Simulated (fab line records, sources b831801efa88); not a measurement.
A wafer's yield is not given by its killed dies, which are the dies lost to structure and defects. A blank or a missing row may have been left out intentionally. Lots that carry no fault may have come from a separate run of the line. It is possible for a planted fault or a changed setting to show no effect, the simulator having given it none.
Matching of chambers | flow gf180mcu | GF_M5_ETCH_09 on rieDiel-03 has 4 sister chambers
The step etches Si3N4 in CF4/O2, target depth 52 nm, time 11.6 s. 4 wafers are shown with their chamber, then 10 later ones without.

== WAFERS WITH THEIR CHAMBER ==
wafer  | chamber | drypumpMotorCurrentA (A)
L086.1 | 1       | 5.36
L086.3 | 2       | 5.80
L088.1 | 3       | 5.19
L088.4 | 0       | 5.27

== WAFERS MISSING THEIR CHAMBER ==
wafer  | drypumpMotorCurrentA (A)
L088.6 | 5.18
L090.1 | 5.22
L090.4 | 5.27
L090.6 | 5.80
L092.1 | 5.34
L092.3 | 5.83
L092.4 | 5.20
L094.1 | 5.80
L094.2 | 5.21
L094.5 | 5.82

== EACH ONE'S CHAMBER ==
wafer  | from the rows above     | in truth
L088.6 | 3                       | 3
L090.1 | can't be placed: 3 or 0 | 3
L090.4 | 0                       | 0
L090.6 | 2                       | 2
L092.1 | 1                       | 1
L092.3 | 2                       | 2
L092.4 | 3                       | 3
L094.1 | 2                       | 2
L094.2 | 3                       | 3
L094.5 | 2                       | 2
Correct placement for 9 of the 10. Not placeable from these rows: 1 (in 1, the candidates include the true chamber). Placed wrongly: 0.
How it was worked out, from the rows above alone: a wafer's distance from a chamber is the root of the sum, over the readings, of the square of ((its reading less the chamber's mean) divided by the reading's scatter). The wafer belongs to the nearest chamber; if the next one is less than 2 further off, it can't be placed. For every chamber, the mean is computed from those of its wafers that are shown. The scatter: root of mean squared gap, hidden wafer to nearest shown wafer, with one shown wafer a chamber.
